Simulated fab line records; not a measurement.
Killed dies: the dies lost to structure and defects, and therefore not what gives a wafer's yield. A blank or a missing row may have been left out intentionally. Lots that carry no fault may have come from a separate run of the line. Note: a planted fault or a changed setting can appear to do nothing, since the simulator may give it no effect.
A lot that was struck, set against a sound lot ; flow sky130 ; 38 out of 708 route steps
Sound: wafers L411.1, L411.2, L411.6. Wafers L426.2, L426.3, L426.4 were the ones struck. The cause comes at the end.
At each step with rows: each side's tool, then ch and its chambers, then its first start. Under that, the readings that differ: sound wafers ; struck wafers ; difference of the means ; sigmas: that difference in standard deviations of wafers without a fault.
alike: a reading whose means differ by less than 2 such deviations, as well as words and numbers matching on both sides. not compared: withheld readings; readings where some wafer has no value; bounds like >300 that might hide an equal value; numbers whose values overlap and for which the record gives no deviation.
A row with sigmas, a row that says differs or no value, or rows on one side alone: a step with any of these is where the two part. Numbers that have no deviation but don't overlap get no sigmas and don't part them. A reading that every wafer of one side lacks parts them only if that side has two wafers or more.

first, 10 steps without rows for these wafers: SKY_DNWELL_DEVELOP_06 (develop time 60 s); SKY_DNWELL_IMPLANT_07; SKY_DNWELL_STRIP_08 (strips in O2/N2); SKY_PWDE_DEHYDRATE_00 (time 60 s); SKY_PWDE_HMDS_01 (prime time 60 s); SKY_PWDE_COAT_02 (resist thk 3000 nm); SKY_PWDE_SOFTBAKE_03; SKY_PWDE_EXPOSE_04 (exposes mask PWDEM, target cd 840 nm); SKY_PWDE_PEB_05; SKY_PWDE_DEVELOP_06 (develop time 60 s).
SKY_PWDE_IMPLANT_08:
  sound on implanter-02 ch 0, day 5 05:11; struck on implanter-02 ch 0, day 8 19:38
reading;sound;struck;difference;sigmas
dose ions cm2;3.595e+12 3.599e+12 3.598e+12;3.552e+12 3.55e+12 3.551e+12;-4.633e+10;-12
then, 23 steps without rows for these wafers: SKY_PWDE_STRIP_09 (strips in O2/N2); SKY_NWELL_DEHYDRATE_03 (time 60 s); SKY_NWELL_HMDS_04 (prime time 60 s); SKY_NWELL_COAT_05 (resist thk 3000 nm); SKY_NWELL_SOFTBAKE_06; SKY_NWELL_EXPOSE_07 (exposes mask NWM, target cd 840 nm); SKY_NWELL_PEB_08; SKY_NWELL_DEVELOP_09 (develop time 60 s); SKY_NWELL_IMPLANT_11; SKY_NWELL_IMPLANT_12; SKY_NWELL_IMPLANT_13; SKY_NWELL_STRIP_14 (strips in O2/N2); SKY_NWELL_DEHYDRATE_16 (time 60 s); SKY_NWELL_HMDS_17 (prime time 60 s); SKY_NWELL_COAT_18 (resist thk 3000 nm); SKY_NWELL_SOFTBAKE_19; SKY_NWELL_EXPOSE_20 (exposes mask NWM COMPLEMENT, target cd 840 nm); SKY_NWELL_PEB_21; SKY_NWELL_DEVELOP_22 (develop time 60 s); SKY_NWELL_IMPLANT_24; SKY_NWELL_STRIP_25 (strips in O2/N2); SKY_NWELL_CLEAN_27 (cleans in SC1/SC2, time 150 s); SKY_NWELL_RTA_28 (time 30 s).
SKY_NWELL_RS_MEAS_31: uses a four-point probe to measure.
  sound: film metro-02 at day 6 18:13; struck: film metro-01 at day 10 17:17
  alike: PWDE_RS
-- the record jumps here: 28 days lie between the struck wafers' starts before and after (it left off in module NWELL and takes up again in module CONTACT, whose first step shown is number 422 of the route) --
SKY_CONTACT_ETCH_16: etches BARC in N2/H2, stops on SiO2, time 45.9 s, target depth 60 nm.
  sound on rie diel-01 ch 2,3, day 33 16:02; struck on rie diel-02 ch 0,2,3, day 38 06:17
reading;sound;struck;difference;sigmas
model.CONTACT.cd nm (nm);170.5 170.6 169.9;187.7 186.7 188.3;+17.2;
  alike: drypump motor current A, oes product au, throttle valve pct
  not compared: rf hours counter h
SKY_CONTACT_ETCH_18: etches Si3N4 in CHF3/O2, stops on TiN, time 39 s, target depth 75 nm.
  sound on rie diel-01 ch 2,3; struck on rie diel-02 ch 0,2,3
reading;sound;struck;difference;sigmas
model.CONTACT.cd nm (nm);170.5 170.8 170.2;187.9 186.8 188.2;+17.1;
  alike: drypump motor current A, oes product au, throttle valve pct
  not compared: rf hours counter h
-- the record jumps here: 12 days lie between the struck wafers' starts before and after (it left off in module CONTACT and takes up again in module PAD_OPEN, whose first step shown is number 708 of the route) --
SKY_PAD_OPEN_PROBE_99:
  sound: prober-02 at day 47 08:53; struck: prober-01 at day 50 12:08
reading;sound;struck;difference;sigmas
model.etest.mcon chain.rc ohm;15.96 16.86 16.25;14.79 15.52 14.98;-1.26;
  alike: killed_at_M0_to_M3, killed_at_M4_up, killed at contacts, killed at front end, killed at other, killed dies, killed open, killed short

## WHERE THEY PART
At SKY_PWDE_IMPLANT_08 and nowhere else, as far as this record goes. Later steps at which nothing parts them and some readings are alike: SKY_NWELL_RS_MEAS_31, SKY_CONTACT_ETCH_16, SKY_CONTACT_ETCH_18, SKY_PAD_OPEN_PROBE_99.

WHY: what the simulator had put in
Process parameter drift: implanter-02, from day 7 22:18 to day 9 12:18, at SKY_PWDE_IMPLANT_08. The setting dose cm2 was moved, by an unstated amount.
